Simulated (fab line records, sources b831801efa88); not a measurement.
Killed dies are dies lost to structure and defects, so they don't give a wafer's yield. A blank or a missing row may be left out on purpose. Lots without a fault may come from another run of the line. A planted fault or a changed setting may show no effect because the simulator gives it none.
Which tool did it? | flow sky130 | 24 lots, 72 wafers sampled, at 6 steps of a route of 708

WHAT THE GAUGES READ, wafer by wafer
SKY_PASSIVATION_THK_MEAS_03.
lot  | measured     | on            | PASSIVATION_CVD_02_THK (nm)
L074 | day 44 00:31 | film_metro-03 | 544 524 544
L075 | day 44 04:53 | film_metro-01 | 522 536 541
L076 | day 44 16:34 | film_metro-03 | 543 531 540
L077 | day 45 01:35 | film_metro-02 | 532 544 542
L078 | day 45 01:55 | film_metro-01 | 533 522 544
L079 | day 45 12:50 | film_metro-03 | 546 524 544
L080 | day 45 22:13 | film_metro-02 | 534 527 540
L081 | day 46 05:37 | film_metro-03 | 536 529 542
L082 | day 46 07:00 | film_metro-01 | 546 546 539
L083 | day 46 11:37 | film_metro-02 | 533 536 539
L084 | day 46 15:53 | film_metro-01 | 536 546 537
L085 | day 46 22:47 | film_metro-03 | 514 532 527
L086 | day 47 04:55 | film_metro-01 | 539 538 549
L087 | day 47 10:38 | film_metro-03 | 547 555 543
L088 | day 47 14:08 | film_metro-01 | 528 541 546
L089 | day 48 02:11 | film_metro-03 | 528 549 551
L090 | day 48 09:32 | film_metro-01 | 543 551 531
L091 | day 48 09:50 | film_metro-01 | 540 538 543
L092 | day 48 11:31 | film_metro-03 | 539 542 546
L093 | day 48 21:01 | film_metro-03 | 538 551 537
L094 | day 48 23:02 | film_metro-02 | 536 535 548
L095 | day 49 08:27 | film_metro-01 | 528 538 535
L096 | day 49 17:34 | film_metro-03 | 535 534 543
L097 | day 49 21:29 | film_metro-03 | 547 540 541

WHICH TOOL RAN EACH LOT (tool, then ch and the chambers of the sampled wafers, then the start)
lot  | SKY_VIA3_CMP_24               | SKY_METAL4_SPUTTER_00        | SKY_VIA4_CMP_02               | SKY_METAL5_SPUTTER_03        | SKY_METAL5_STRIP_16
L074 | cmp-01 ch 1,3, day 39 20:42   | pvd_sputter-03, day 39 21:00 | cmp-01 ch 0,2, day 41 23:46   | pvd_sputter-03, day 43 01:06 | plasma_asher-01 ch 0,1, day 43 23:37
L075 | cmp-02 ch 0,2,3, day 40 02:20 | pvd_sputter-04, day 40 02:35 | cmp-02 ch 1,2,3, day 42 05:19 | pvd_sputter-03, day 43 05:40 | plasma_asher-01 ch 0,1, day 44 03:54
L076 | cmp-01 ch 0,1,2, day 40 13:51 | pvd_sputter-03, day 40 14:06 | cmp-01 ch 1,2,3, day 42 17:15 | pvd_sputter-04, day 43 17:33 | plasma_asher-04 ch 0,1, day 44 15:37
L077 | cmp-01 ch 0,2, day 40 22:59   | pvd_sputter-03, day 40 23:14 | cmp-01 ch 0,2, day 43 01:07   | pvd_sputter-04, day 44 01:10 | plasma_asher-01 ch 0,1, day 45 00:41
L078 | cmp-01 ch 0,1,2, day 40 23:47 | pvd_sputter-03, day 41 00:02 | cmp-02 ch 0,3, day 43 02:17   | pvd_sputter-04, day 44 02:44 | plasma_asher-03 ch 0,1, day 45 00:45
L079 | cmp-01 ch 0,1,3, day 41 11:34 | pvd_sputter-03, day 41 11:49 | cmp-01 ch 0,1,2, day 43 13:35 | pvd_sputter-03, day 44 14:08 | plasma_asher-03 ch 0,1, day 45 11:49
L080 | cmp-01 ch 0,1,3, day 41 21:45 | pvd_sputter-02, day 41 22:03 | cmp-01 ch 0,1,2, day 43 22:27 | pvd_sputter-01, day 44 23:33 | plasma_asher-01 ch 0,1, day 45 21:19
L081 | cmp-02 ch 1,2, day 42 07:33   | pvd_sputter-03, day 42 07:51 | cmp-02 ch 0,1, day 44 08:10   | pvd_sputter-04, day 45 07:11 | plasma_asher-01 ch 0,1, day 46 04:43
L082 | cmp-02 ch 1,2, day 42 08:50   | pvd_sputter-02, day 42 09:08 | cmp-01 ch 0,3, day 44 09:31   | pvd_sputter-03, day 45 08:56 | plasma_asher-03 ch 0,1, day 46 06:05
L083 | cmp-02 ch 1,2, day 42 14:37   | pvd_sputter-03, day 42 14:55 | cmp-02 ch 0,3, day 44 14:31   | pvd_sputter-04, day 45 13:40 | plasma_asher-04 ch 0,1, day 46 10:43
L084 | cmp-02 ch 1,3, day 42 18:39   | pvd_sputter-02, day 42 18:57 | cmp-01 ch 0,1,3, day 44 18:50 | pvd_sputter-03, day 45 18:07 | plasma_asher-01 ch 1, day 46 14:58
L085 | cmp-01 ch 0,2,3, day 43 01:51 | pvd_sputter-04, day 43 02:06 | cmp-01 ch 1,2,3, day 45 01:25 | pvd_sputter-03, day 46 00:16 | plasma_asher-01 ch 0,1, day 46 21:46
L086 | cmp-01 ch 0,3, day 43 09:16   | pvd_sputter-02, day 43 09:34 | cmp-02 ch 0,1,2, day 45 08:05 | pvd_sputter-04, day 46 07:00 | plasma_asher-04 ch 0,1, day 47 03:58
L087 | cmp-02 ch 1,2, day 43 16:34   | pvd_sputter-03, day 43 16:52 | cmp-01 ch 0,3, day 45 15:13   | pvd_sputter-01, day 46 13:42 | plasma_asher-01 ch 0,1, day 47 09:38
L088 | cmp-01 ch 1,2, day 43 20:20   | pvd_sputter-02, day 43 20:38 | cmp-01 ch 1,2, day 45 18:29   | pvd_sputter-04, day 46 16:58 | plasma_asher-04 ch 0,1, day 47 13:13
L089 | cmp-01 ch 1,2,3, day 44 10:16 | pvd_sputter-03, day 44 10:31 | cmp-02 ch 0,3, day 46 07:12   | pvd_sputter-03, day 47 04:49 | plasma_asher-04 ch 0,1, day 48 01:17
L090 | cmp-02 ch 0,3, day 44 18:09   | pvd_sputter-02, day 44 18:27 | cmp-02 ch 1,2, day 46 15:05   | pvd_sputter-03, day 47 12:39 | plasma_asher-03 ch 0,1, day 48 08:38
L091 | cmp-01 ch 0,2,3, day 44 19:29 | pvd_sputter-03, day 44 19:44 | cmp-02 ch 0,3, day 46 15:41   | pvd_sputter-04, day 47 13:15 | plasma_asher-04 ch 0,1, day 48 08:55
L092 | cmp-02 ch 0,1,3, day 44 20:32 | pvd_sputter-02, day 44 20:47 | cmp-01 ch 0,1,2, day 46 17:31 | pvd_sputter-04, day 47 15:10 | plasma_asher-01 ch 0,1, day 48 10:38
L093 | cmp-01 ch 1,2,3, day 45 06:20 | pvd_sputter-04, day 45 06:38 | cmp-01 ch 1,2, day 47 02:13   | pvd_sputter-04, day 48 00:18 | plasma_asher-04 ch 0,1, day 48 19:56
L094 | cmp-01 ch 1,2,3, day 45 10:41 | pvd_sputter-03, day 45 10:56 | cmp-02 ch 0,2,3, day 47 05:53 | pvd_sputter-01, day 48 03:53 | plasma_asher-03 ch 0,1, day 48 22:07
L095 | cmp-02 ch 1,2, day 45 22:13   | pvd_sputter-03, day 45 22:31 | cmp-01 ch 0,1,3, day 47 16:33 | pvd_sputter-01, day 48 13:24 | plasma_asher-01 ch 0,1, day 49 07:33
L096 | cmp-01 ch 1,2, day 46 08:22   | pvd_sputter-04, day 46 08:40 | cmp-02 ch 1,2,3, day 48 03:10 | pvd_sputter-03, day 48 22:57 | plasma_asher-03 ch 0,1, day 49 16:40
L097 | cmp-01 ch 0,1,3, day 46 14:04 | pvd_sputter-02, day 46 14:16 | cmp-02 ch 1,2,3, day 48 07:16 | pvd_sputter-01, day 49 03:15 | plasma_asher-01 ch 0,1, day 49 20:29
- SKY_VIA3_CMP_24: polishes, stops on SiO2, t overpolish 20 s, target thk 0 nm.
- SKY_METAL4_SPUTTER_00: material Ti, target thk 15 nm, time 10 s.
- SKY_VIA4_CMP_02: polishes SiO2.
- SKY_METAL5_SPUTTER_03: material Ti, target thk 5 nm, time 3.3 s.
- SKY_METAL5_STRIP_16: strips in O2/N2.

WHAT THE TOOLS THEMSELVES READ (means of the sampled wafers that have a number; where no wafer has one, the mark that the record gives instead)
SKY_VIA3_CMP_24.
lot  | tool   | motor_current_A (A) | overpolish_run_s (s) | time_to_endpoint_s (s)
L074 | cmp-01 | 11.5                | 19.999               | 90
L075 | cmp-02 | 11.8                | 19.996               | 90
L076 | cmp-01 | 12.0                | 20.002               | 90
L077 | cmp-01 | 12.1                | 20.004               | 90
L078 | cmp-01 | 12.3                | 20.007               | 90
L079 | cmp-01 | 12.4                | 20.009               | 89
L080 | cmp-01 | 12.2                | 20.002               | 86
L081 | cmp-02 | 10.9                | 19.994               | 97
L082 | cmp-02 | 10.8                | 20.003               | 95
L083 | cmp-02 | 11.1                | 20.010               | 93
L084 | cmp-02 | 11.4                | 20.001               | 93
L085 | cmp-01 | 12.4                | 19.995               | 90
L086 | cmp-01 | 11.8                | 20.005               | 93
L087 | cmp-02 | 10.5                | 19.994               | 94
L088 | cmp-01 | 12.4                | 20.003               | 92
L089 | cmp-01 | 11.8                | 20.003               | 92
L090 | cmp-02 | 12.2                | 20.003               | 91
L091 | cmp-01 | 11.8                | 19.989               | 94
L092 | cmp-02 | 11.5                | 19.999               | 91
L093 | cmp-01 | 12.1                | 19.999               | 98
L094 | cmp-01 | 12.3                | 20.003               | 90
L095 | cmp-02 | 10.9                | 20.000               | 91
L096 | cmp-01 | 11.7                | 20.005               | 94
L097 | cmp-01 | 12.1                | 20.009               | 95

SKY_METAL4_SPUTTER_00.
lot  | tool           | throttle_valve_pct (%)
L074 | pvd_sputter-03 | 30.3
L075 | pvd_sputter-04 | 30.3
L076 | pvd_sputter-03 | 30.3
L077 | pvd_sputter-03 | 31.0
L078 | pvd_sputter-03 | 30.1
L079 | pvd_sputter-03 | 30.1
L080 | pvd_sputter-02 | 30.8
L081 | pvd_sputter-03 | 29.2
L082 | pvd_sputter-02 | 30.8
L083 | pvd_sputter-03 | 30.2
L084 | pvd_sputter-02 | 30.7
L085 | pvd_sputter-04 | 29.7
L086 | pvd_sputter-02 | 30.8
L087 | pvd_sputter-03 | 30.3
L088 | pvd_sputter-02 | 30.5
L089 | pvd_sputter-03 | 29.1
L090 | pvd_sputter-02 | 30.5
L091 | pvd_sputter-03 | 30.3
L092 | pvd_sputter-02 | 30.6
L093 | pvd_sputter-04 | 29.6
L094 | pvd_sputter-03 | 31.0
L095 | pvd_sputter-03 | 31.4
L096 | pvd_sputter-04 | 29.6
L097 | pvd_sputter-02 | 30.8

SKY_VIA4_CMP_02.
lot  | tool   | motor_current_A (A)
L074 | cmp-01 | 13.7
L075 | cmp-02 | 12.3
L076 | cmp-01 | 12.7
L077 | cmp-01 | 13.1
L078 | cmp-02 | 13.3
L079 | cmp-01 | 13.4
L080 | cmp-01 | 13.4
L081 | cmp-02 | 12.4
L082 | cmp-01 | 12.9
L083 | cmp-02 | 13.6
L084 | cmp-01 | 13.0
L085 | cmp-01 | 12.8
L086 | cmp-02 | 12.3
L087 | cmp-01 | 12.9
L088 | cmp-01 | 13.2
L089 | cmp-02 | 13.1
L090 | cmp-02 | 11.5
L091 | cmp-02 | 13.1
L092 | cmp-01 | 13.1
L093 | cmp-01 | 13.2
L094 | cmp-02 | 13.1
L095 | cmp-01 | 12.7
L096 | cmp-02 | 12.4
L097 | cmp-02 | 11.8

SKY_METAL5_SPUTTER_03.
lot  | tool           | throttle_valve_pct (%)
L074 | pvd_sputter-03 | 31.0
L075 | pvd_sputter-03 | 30.4
L076 | pvd_sputter-04 | 29.7
L077 | pvd_sputter-04 | 30.0
L078 | pvd_sputter-04 | 29.7
L079 | pvd_sputter-03 | 30.3
L080 | pvd_sputter-01 | 28.3
L081 | pvd_sputter-04 | 30.0
L082 | pvd_sputter-03 | 30.4
L083 | pvd_sputter-04 | 30.5
L084 | pvd_sputter-03 | 31.3
L085 | pvd_sputter-03 | 31.2
L086 | pvd_sputter-04 | 30.2
L087 | pvd_sputter-01 | 29.8
L088 | pvd_sputter-04 | 30.0
L089 | pvd_sputter-03 | 30.1
L090 | pvd_sputter-03 | 29.1
L091 | pvd_sputter-04 | 29.8
L092 | pvd_sputter-04 | 30.0
L093 | pvd_sputter-04 | 30.0
L094 | pvd_sputter-01 | 29.2
L095 | pvd_sputter-01 | 29.6
L096 | pvd_sputter-03 | 30.3
L097 | pvd_sputter-01 | 28.4

SKY_METAL5_STRIP_16.
lot  | tool            | drypump_motor_current_A (A) | oes_product_au (a.u.) | strip_time_to_endpoint_s (s)
L074 | plasma_asher-01 | 5.58                        | 0.711                 | 13.21
L075 | plasma_asher-01 | 5.57                        | 0.712                 | 13.17
L076 | plasma_asher-04 | 6.18                        | 0.710                 | 12.95
L077 | plasma_asher-01 | 5.60                        | 0.708                 | 13.25
L078 | plasma_asher-03 | 6.02                        | 0.711                 | 13.25
L079 | plasma_asher-03 | 5.87                        | 0.713                 | 13.38
L080 | plasma_asher-01 | 5.59                        | 0.712                 | 13.26
L081 | plasma_asher-01 | 5.71                        | 0.708                 | 12.97
L082 | plasma_asher-03 | 5.86                        | 0.708                 | 13.08
L083 | plasma_asher-04 | 6.20                        | 0.711                 | 13.31
L084 | plasma_asher-01 | 5.46                        | 0.710                 | 13.16
L085 | plasma_asher-01 | 5.61                        | 0.710                 | 13.17
L086 | plasma_asher-04 | 6.18                        | 0.713                 | 13.12
L087 | plasma_asher-01 | 5.58                        | 0.707                 | 13.05
L088 | plasma_asher-04 | 6.19                        | 0.708                 | 13.26
L089 | plasma_asher-04 | 6.21                        | 0.708                 | 13.34
L090 | plasma_asher-03 | 5.86                        | 0.709                 | 13.30
L091 | plasma_asher-04 | 6.15                        | 0.713                 | 12.91
L092 | plasma_asher-01 | 5.73                        | 0.709                 | 13.23
L093 | plasma_asher-04 | 6.15                        | 0.709                 | 13.26
L094 | plasma_asher-03 | 5.87                        | 0.711                 | 13.15
L095 | plasma_asher-01 | 5.68                        | 0.712                 | 12.97
L096 | plasma_asher-03 | 5.87                        | 0.711                 | 13.06
L097 | plasma_asher-01 | 5.61                        | 0.712                 | 13.21

THE ANSWER, worked out from the rows above alone
Rule: what is usual is taken from the lots themselves. Put in order of their means at a reading, lots are off if they are a third of the lots or fewer, leave a main group of 4 or more, and stand apart from it by a gap of 3 or more times the standard deviation of the main group's means; of several such gaps the widest counts. A main group whose means are all the same, to the digits that the tables above print for the reading, isn't used. A lot without any number at a reading at which 4 lots or more have one is off too. The other lots that the step has rows for count as sound. The gauges are gone through in route order, then the tools' own readings, and for those a lot's mean is taken as printed above. The first step at which some lot is off is used, and at that step the reading that is off furthest; a lot without a number counts as furthest.
No lot is off at any reading shown: from this, nothing can be told.

WHAT THE SIMULATOR HAD PUT IN
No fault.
